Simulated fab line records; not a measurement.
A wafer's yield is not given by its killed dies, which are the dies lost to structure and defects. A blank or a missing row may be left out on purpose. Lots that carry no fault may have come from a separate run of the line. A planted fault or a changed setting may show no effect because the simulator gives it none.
The tool behind it: which one? :: flow sky130 :: 11 lots with 33 wafers sampled at 6 steps, on a route of 708 steps

== WHAT EACH GAUGE READ, for each wafer ==
SKY_LDD_LDN_OVL_MEAS_07.
lot: L601
measured: day 23 11:58
on: overlay-01
LDD_LDN_OVL (nm): -0.1 0.9 2.0

lot: L602
measured: day 24 01:55
on: overlay-02
LDD_LDN_OVL (nm): -0.6 -2.1 -0.1

lot: L605
measured: day 25 03:01
on: overlay-01
LDD_LDN_OVL (nm): -1.6 -0.1 -1.2

lot: L608
measured: day 26 06:56
on: overlay-02
LDD_LDN_OVL (nm): -0.2 -1.4 -0.7

lot: L609
measured: day 26 15:37
on: overlay-01
LDD_LDN_OVL (nm): -2.1 0.8 -0.2

lot: L618
measured: day 29 12:57
on: overlay-02
LDD_LDN_OVL (nm): 3.6 2.1 -0.1

lot: L619
measured: day 29 16:56
on: overlay-02
LDD_LDN_OVL (nm): 2.8 1.6 0.2

lot: L620
measured: day 29 21:28
on: overlay-01
LDD_LDN_OVL (nm): 2.6 1.3 1.3

lot: L622
measured: day 30 21:39
on: overlay-02
LDD_LDN_OVL (nm): 0.3 2.7 1.3

lot: L623
measured: day 31 00:47
on: overlay-02
LDD_LDN_OVL (nm): 0.4 -0.3 1.7

lot: L624
measured: day 31 03:19
on: overlay-01
LDD_LDN_OVL (nm): 0.0 1.0 0.7

SKY_SD_N_TW_MEAS_12.
lot: L601
measured: day 28 16:44
on: film metro-03
SD_N_TW: 3985 3980 4008

lot: L602
measured: day 29 04:07
on: film metro-04
SD_N_TW: 4013 4022 4013

lot: L605
measured: day 30 05:52
on: film metro-03
SD_N_TW: 4023 4030 4034

lot: L608
measured: day 31 06:23
on: film metro-04
SD_N_TW: 3999 3990 4005

lot: L609
measured: day 31 13:51
on: film metro-01
SD_N_TW: 3915 3941 3920

lot: L618
measured: day 34 11:25
on: film metro-01
SD_N_TW: 3914 3920 3931

lot: L619
measured: day 34 13:47
on: film metro-03
SD_N_TW: 3903 3921 3926

lot: L620
measured: day 34 19:55
on: film metro-04
SD_N_TW: 3969 3973 3986

lot: L622
measured: day 35 15:27
on: film metro-01
SD_N_TW: 3914 3908 3914

lot: L623
measured: day 35 17:07
on: film metro-04
SD_N_TW: 4029 4021 4015

lot: L624
measured: day 35 20:08
on: film metro-04
SD_N_TW: 4008 4002 4013

SKY_SD_N_RS_MEAS_16: measures by four-point-probe.
lot: L601
measured: day 28 17:01
on: film metro-04
SD_N_RS (ohm/sq): 68.63 68.72 68.58

lot: L602
measured: day 29 04:25
on: film metro-04
SD_N_RS (ohm/sq): 68.57 68.69 68.72

lot: L605
measured: day 30 06:10
on: film metro-03
SD_N_RS (ohm/sq): 68.50 68.50 68.56

lot: L608
measured: day 31 06:44
on: film metro-04
SD_N_RS (ohm/sq): 68.91 68.94 69.00

lot: L609
measured: day 31 14:08
on: film metro-04
SD_N_RS (ohm/sq): 68.69 68.81 68.70

lot: L618
measured: day 34 11:43
on: film metro-04
SD_N_RS (ohm/sq): 68.51 68.65 68.71

lot: L619
measured: day 34 14:05
on: film metro-04
SD_N_RS (ohm/sq): 73.78 73.86 73.83

lot: L620
measured: day 34 20:13
on: film metro-01
SD_N_RS (ohm/sq): 73.74 73.90 73.71

lot: L622
measured: day 35 15:44
on: film metro-01
SD_N_RS (ohm/sq): 68.75 68.64 68.78

lot: L623
measured: day 35 17:26
on: film metro-03
SD_N_RS (ohm/sq): 68.69 68.67 68.59

lot: L624
measured: day 35 20:26
on: film metro-03
SD_N_RS (ohm/sq): 68.55 68.58 68.42

== WHAT TOOL EACH LOT RAN ON (gives the tool, then ch and the chambers of the sampled wafers, and finally the start) ==
lot: L601
SKY_LDD_HVP_STRIP_09: plasma asher-03 ch 0,1, day 22 05:15
SKY_SD_N_IMPLANT_09: implanter-03 ch 0, day 28 16:21
SKY_SD_N_STRIP_11: plasma asher-03 ch 1, day 28 16:37

lot: L602
SKY_LDD_HVP_STRIP_09: plasma asher-02 ch 0,1, day 22 19:21
SKY_SD_N_IMPLANT_09: implanter-02 ch 0, day 29 03:43
SKY_SD_N_STRIP_11: plasma asher-03 ch 0,1, day 29 04:01

lot: L605
SKY_LDD_HVP_STRIP_09: plasma asher-04 ch 0,1, day 23 20:26
SKY_SD_N_IMPLANT_09: implanter-02 ch 0, day 30 05:28
SKY_SD_N_STRIP_11: plasma asher-01 ch 0,1, day 30 05:46

lot: L608
SKY_LDD_HVP_STRIP_09: plasma asher-04 ch 0,1, day 25 01:01
SKY_SD_N_IMPLANT_09: implanter-02 ch 0, day 31 06:01
SKY_SD_N_STRIP_11: plasma asher-03 ch 0,1, day 31 06:18

lot: L609
SKY_LDD_HVP_STRIP_09: plasma asher-04 ch 0,1, day 25 09:21
SKY_SD_N_IMPLANT_09: implanter-01 ch 0, day 31 13:27
SKY_SD_N_STRIP_11: plasma asher-02 ch 0,1, day 31 13:45

lot: L618
SKY_LDD_HVP_STRIP_09: plasma asher-02 ch 0,1, day 28 08:38
SKY_SD_N_IMPLANT_09: implanter-01 ch 0, day 34 11:01
SKY_SD_N_STRIP_11: plasma asher-03 ch 0,1, day 34 11:19

lot: L619
SKY_LDD_HVP_STRIP_09: plasma asher-04 ch 0,1, day 28 13:11
SKY_SD_N_IMPLANT_09: implanter-02 ch 0, day 34 13:25
SKY_SD_N_STRIP_11: plasma asher-02 ch 0,1, day 34 13:42

lot: L620
SKY_LDD_HVP_STRIP_09: plasma asher-04 ch 1, day 28 16:57
SKY_SD_N_IMPLANT_09: implanter-02 ch 0, day 34 19:31
SKY_SD_N_STRIP_11: plasma asher-01 ch 0,1, day 34 19:49

lot: L622
SKY_LDD_HVP_STRIP_09: plasma asher-02 ch 0,1, day 29 17:39
SKY_SD_N_IMPLANT_09: implanter-01 ch 0, day 35 15:03
SKY_SD_N_STRIP_11: plasma asher-03 ch 1, day 35 15:21

lot: L623
SKY_LDD_HVP_STRIP_09: plasma asher-03 ch 0,1, day 29 20:25
SKY_SD_N_IMPLANT_09: implanter-03 ch 0, day 35 16:45
SKY_SD_N_STRIP_11: plasma asher-03 ch 0,1, day 35 17:02

lot: L624
SKY_LDD_HVP_STRIP_09: plasma asher-03 ch 0,1, day 29 23:02
SKY_SD_N_IMPLANT_09: implanter-03 ch 0, day 35 19:45
SKY_SD_N_STRIP_11: plasma asher-01 ch 0,1, day 35 20:01
- SKY_LDD_HVP_STRIP_09: strips in O2/N2.
- SKY_SD_N_IMPLANT_09
- SKY_SD_N_STRIP_11: strips in O2/N2.

== AS READ BY THE TOOLS THEMSELVES (means over the sampled wafers that have a number; for cases with no such wafer, the mark the record gives instead) ==
SKY_LDD_HVP_STRIP_09.
lot: L601
tool: plasma asher-03
drypump motor current A (A): 5.2
n2 flow sccm (sccm): 298.5
oes product au (a.u.): 0.408
strip time to endpoint s (s): 4.139

lot: L602
tool: plasma asher-02
drypump motor current A (A): 5.8
n2 flow sccm (sccm): 299.3
oes product au (a.u.): 0.411
strip time to endpoint s (s): 4.153

lot: L605
tool: plasma asher-04
drypump motor current A (A): 5.8
n2 flow sccm (sccm): 299.4
oes product au (a.u.): 0.407
strip time to endpoint s (s): 4.146

lot: L608
tool: plasma asher-04
drypump motor current A (A): 6.1
n2 flow sccm (sccm): 300.4
oes product au (a.u.): 0.410
strip time to endpoint s (s): 4.148

lot: L609
tool: plasma asher-04
drypump motor current A (A): 6.1
n2 flow sccm (sccm): 299.2
oes product au (a.u.): 0.403
strip time to endpoint s (s): 4.119

lot: L618
tool: plasma asher-02
drypump motor current A (A): 5.9
n2 flow sccm (sccm): 299.9
oes product au (a.u.): 0.408
strip time to endpoint s (s): 4.138

lot: L619
tool: plasma asher-04
drypump motor current A (A): 5.8
n2 flow sccm (sccm): 299.6
oes product au (a.u.): 0.409
strip time to endpoint s (s): 4.126

lot: L620
tool: plasma asher-04
drypump motor current A (A): 6.3
n2 flow sccm (sccm): 300.3
oes product au (a.u.): 0.406
strip time to endpoint s (s): 4.145

lot: L622
tool: plasma asher-02
drypump motor current A (A): 5.8
n2 flow sccm (sccm): 299.7
oes product au (a.u.): 0.409
strip time to endpoint s (s): 4.120

lot: L623
tool: plasma asher-03
drypump motor current A (A): 5.3
n2 flow sccm (sccm): 299.7
oes product au (a.u.): 0.406
strip time to endpoint s (s): 4.146

lot: L624
tool: plasma asher-03
drypump motor current A (A): 5.2
n2 flow sccm (sccm): 300.6
oes product au (a.u.): 0.408
strip time to endpoint s (s): 4.158

SKY_SD_N_IMPLANT_09.
lot: L601
tool: implanter-03
beam on s (s): 18.4
dose ions cm2: 3.998e+15

lot: L602
tool: implanter-02
beam on s (s): 19.7
dose ions cm2: 4.006e+15

lot: L605
tool: implanter-02
beam on s (s): 20.3
dose ions cm2: 3.998e+15

lot: L608
tool: implanter-02
beam on s (s): 19.8
dose ions cm2: 3.996e+15

lot: L609
tool: implanter-01
beam on s (s): 18.4
dose ions cm2: 4.001e+15

lot: L618
tool: implanter-01
beam on s (s): 18.1
dose ions cm2: 3.997e+15

lot: L619
tool: implanter-02
beam on s (s): 12.6
dose ions cm2: 2.505e+15

lot: L620
tool: implanter-02
beam on s (s): 12.3
dose ions cm2: 2.510e+15

lot: L622
tool: implanter-01
beam on s (s): 18.1
dose ions cm2: 4.001e+15

lot: L623
tool: implanter-03
beam on s (s): 18.5
dose ions cm2: 4.005e+15

lot: L624
tool: implanter-03
beam on s (s): 18.2
dose ions cm2: 3.996e+15

SKY_SD_N_STRIP_11.
lot: L601
tool: plasma asher-03
drypump motor current A (A): 5.24
n2 flow sccm (sccm): 300.2
oes product au (a.u.): 0.533
strip time to endpoint s (s): 22.58

lot: L602
tool: plasma asher-03
drypump motor current A (A): 5.26
n2 flow sccm (sccm): 299.6
oes product au (a.u.): 0.525
strip time to endpoint s (s): 22.56

lot: L605
tool: plasma asher-01
drypump motor current A (A): 5.36
n2 flow sccm (sccm): 299.0
oes product au (a.u.): 0.529
strip time to endpoint s (s): 22.50

lot: L608
tool: plasma asher-03
drypump motor current A (A): 5.29
n2 flow sccm (sccm): 300.3
oes product au (a.u.): 0.529
strip time to endpoint s (s): 22.54

lot: L609
tool: plasma asher-02
drypump motor current A (A): 5.94
n2 flow sccm (sccm): 298.9
oes product au (a.u.): 0.528
strip time to endpoint s (s): 22.55

lot: L618
tool: plasma asher-03
drypump motor current A (A): 5.26
n2 flow sccm (sccm): 300.3
oes product au (a.u.): 0.533
strip time to endpoint s (s): 22.61

lot: L619
tool: plasma asher-02
drypump motor current A (A): 5.95
n2 flow sccm (sccm): 300.0
oes product au (a.u.): 0.551
strip time to endpoint s (s): 20.90

lot: L620
tool: plasma asher-01
drypump motor current A (A): 5.38
n2 flow sccm (sccm): 299.8
oes product au (a.u.): 0.554
strip time to endpoint s (s): 20.92

lot: L622
tool: plasma asher-03
drypump motor current A (A): 5.23
n2 flow sccm (sccm): 300.2
oes product au (a.u.): 0.532
strip time to endpoint s (s): 22.53

lot: L623
tool: plasma asher-03
drypump motor current A (A): 5.28
n2 flow sccm (sccm): 299.9
oes product au (a.u.): 0.525
strip time to endpoint s (s): 22.65

lot: L624
tool: plasma asher-01
drypump motor current A (A): 5.56
n2 flow sccm (sccm): 300.4
oes product au (a.u.): 0.529
strip time to endpoint s (s): 22.61

== THE ANSWER, worked out from the rows above alone ==
Rule: usual is defined by the lots themselves. The widest of any qualifying gaps counts: lots, ordered by their means at a reading, are off when they make up no more than a third of the lots, leave a main group of 4 or more, and stand apart from it by 3 or more times the standard deviation of that group's means. If all means in a main group match to the digits the tables above print for the reading, that group is not used. A lot without any number at a reading at which 4 lots or more have one is off too. All remaining lots with rows at the step are treated as sound. Order of review: gauges by route order, followed by the tools' own readings, for which a lot's mean as printed above is used. At the first step where some lot is off, the reading lying furthest off is the one used; lots without a number count as furthest.
Off: L619, L620, seen at SKY_SD_N_RS_MEAS_16 (SD_N_RS). The main group has a mean of 68.67 ohm/sq with a standard deviation of 0.12.
If a tool, at a process step before that reading, ran all the lots that are off and no sound lot after the first of them, it fits. The gauges at SKY_SD_N_RS_MEAS_16 aren't tried: what is off there is off at SKY_SD_N_IMPLANT_09 too, on other tools, and a gauge's error can't cause that. Can't be told from this: 2 tools fit, plasma asher-04 at SKY_LDD_HVP_STRIP_09, implanter-02 at SKY_SD_N_IMPLANT_09.

== WHAT WAS PUT IN BY THE SIMULATOR ==
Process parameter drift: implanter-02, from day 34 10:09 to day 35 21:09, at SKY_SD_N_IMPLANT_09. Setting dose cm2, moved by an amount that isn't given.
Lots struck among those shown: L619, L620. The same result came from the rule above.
